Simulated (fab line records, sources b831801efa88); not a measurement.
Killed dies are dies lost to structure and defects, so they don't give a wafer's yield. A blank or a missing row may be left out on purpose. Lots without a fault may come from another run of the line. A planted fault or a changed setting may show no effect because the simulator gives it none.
A struck lot beside a sound one | flow sky130 | 24 steps out of a route of 708
Sound: wafers L981.1, L981.4, L981.6. Struck: wafers L987.1, L987.2, L987.6. The cause comes at the end.
At each step with rows: each side's tool, then ch and its chambers, then its first start. Under that, the readings that differ: sound wafers | struck wafers | difference of the means | sigmas: that difference in standard deviations of wafers without a fault.
alike: readings whose means differ by less than 2 such deviations, and words and numbers that are the same on both sides. not compared: withheld readings, readings that some wafer has no value for, bounds like >300 that may hide the same value, and numbers for which the record gives no deviation and whose values overlap.
The two part at a step that has a row with sigmas, a row that says differs or no value, or rows on one side only. Numbers that don't overlap but have no deviation are shown without sigmas and don't part them. A reading that every wafer of one side lacks parts them only if that side has two wafers or more.

SKY_METAL3_METAL_ETCH_18: etches the open film in Cl2/BCl3, stops on SiO2, target depth 845 nm, time 183.1 s.
  sound on rie_metal-03 ch 0, day 42 05:04; struck on rie_metal-03 ch 0,1, day 43 03:13
  alike: drypump_motor_current_A, oes_product_au, throttle_valve_pct
  not compared: rf_hours_counter_h
SKY_METAL3_STRIP_19: strips in O2/N2.
  sound on plasma_asher-02 ch 0,1, day 42 05:14; struck on plasma_asher-02 ch 0,1, day 43 03:23
  alike: drypump_motor_current_A, oes_product_au, strip_time_to_endpoint_s
  not compared: rf_hours_counter_h
then, 4 steps without rows for these wafers: SKY_METAL3_STRIP_20 (strips in post etch residue remover, time 1200 s); SKY_METAL3_CLEAN_21 (cleans in IPA, time 180 s); SKY_METAL3_CLEAN_22 (cleans in O3/DIW); SKY_VIA3_HDPCVD_00 (deposits SiO2, target thk 1635 nm, time 272.5 s).
SKY_VIA3_THK_MEAS_01:
  sound on film_metro-04, day 42 06:00; struck on film_metro-03, day 43 04:09
  alike: VIA3_HDPCVD_THK
SKY_VIA3_CMP_02: polishes SiO2.
  sound on cmp-01 ch 1,2, day 42 06:04; struck on cmp-02 ch 1,2, day 43 04:15
  alike: motor_current_A, slurry_filter_dp_kPa
SKY_VIA3_BOW_MEAS_03:
  sound on film_metro-01, day 42 06:22; struck on film_metro-03, day 43 04:33
  reading       | sound    | struck    | difference | sigmas
  VIA3_BOW (um) | 78 75 65 | 87 85 101 | +18        | +2
then, 3 steps without rows for these wafers: SKY_VIA3_DEHYDRATE_04 (time 60 s); SKY_VIA3_HMDS_05 (prime time 60 s); SKY_VIA3_COAT_06 (resist thk 60 nm).
SKY_VIA3_COAT_07: resist thk 450 nm.
  sound on litho_track-04 ch 0, day 42 18:00; struck on litho_track-04 ch 0, day 43 15:00
  reading                                     | sound                | struck               | difference | sigmas
  spin_speed_rpm (rpm)                        | 2996.6 2997.5 2999.1 | 3369.3 3371.9 3370.0 | +372.7     | +99 or more
  model.KrF-thick_of_VIA3_COAT_07.thk_nm (nm) | 450.4 451.7 451.1    | 423.7 424.5 425.1    | -26.6      |
  alike: chill_plate_temp_C
SKY_VIA3_SOFTBAKE_08: time 92.15 s.
  sound on litho_track-04 ch 0; struck on litho_track-04 ch 0
  alike: chill_plate_temp_C, plate_sensor_t_centre_C, plate_sensor_t_edge_C
then, 3 steps without rows for these wafers: SKY_VIA3_EXPOSE_09 (exposes mask VIM3, target cd 200 nm); SKY_VIA3_PEB_10; SKY_VIA3_DEVELOP_11 (develop time 60 s).
SKY_VIA3_CD_MEAS_12: target cd 200 nm.
  sound on cd_sem-02, day 43 06:07; struck on cd_sem-02, day 44 03:16
  alike: cd_nm
SKY_VIA3_OVL_MEAS_13:
  sound on overlay-01, day 43 06:14; struck on overlay-01, day 44 03:23
  alike: VIA3_OVL
SKY_VIA3_ETCH_14: etches BARC in N2/H2, stops on SiO2, time 45.9 s, target depth 60 nm.
  sound on rie_diel-03 ch 2,3, day 43 06:16; struck on rie_diel-01 ch 0,1,3, day 44 03:25
  alike: drypump_motor_current_A, oes_product_au, throttle_valve_pct
  not compared: rf_hours_counter_h
SKY_VIA3_ETCH_15: etches SiO2 in C4F8/O2/Ar, stops on TiN, target depth 507 nm, time 78 s.
  sound on rie_diel-03 ch 2,3, day 43 06:19; struck on rie_diel-01 ch 0,1,3, day 44 03:28
  reading                                     | sound             | struck            | difference | sigmas
  model.KrF-thick_of_VIA3_COAT_07.thk_nm (nm) | 287.8 291.3 289.6 | 266.5 268.3 267.5 | -22.1      |
  alike: oes_product_au
SKY_VIA3_STRIP_16: strips in O2/N2.
  sound on plasma_asher-04 ch 1, day 43 06:22; struck on plasma_asher-02 ch 0,1, day 44 03:31
  reading                      | sound             | struck            | difference | sigmas
  strip_time_to_endpoint_s (s) | 4.101 4.133 4.106 | 3.862 3.910 3.866 | -0.234     | -8
  alike: drypump_motor_current_A, oes_product_au
  not compared: rf_hours_counter_h
then, 1 step without rows for these wafers: SKY_VIA3_STRIP_17 (strips in post etch residue remover, time 1200 s).
-- the record jumps here: 5 days lie between the struck wafers' starts before and after (it left off in module VIA3 and takes up again in module PAD_OPEN, whose first step shown is number 708 of the route) --
SKY_PAD_OPEN_PROBE_99:
  the record has rows for the struck wafers here (prober-02, day 49 13:26) and none for the sound ones

WHERE THEY PART
First at SKY_VIA3_BOW_MEAS_03; last, within this record, at SKY_PAD_OPEN_PROBE_99.

WHY: what the simulator had put in
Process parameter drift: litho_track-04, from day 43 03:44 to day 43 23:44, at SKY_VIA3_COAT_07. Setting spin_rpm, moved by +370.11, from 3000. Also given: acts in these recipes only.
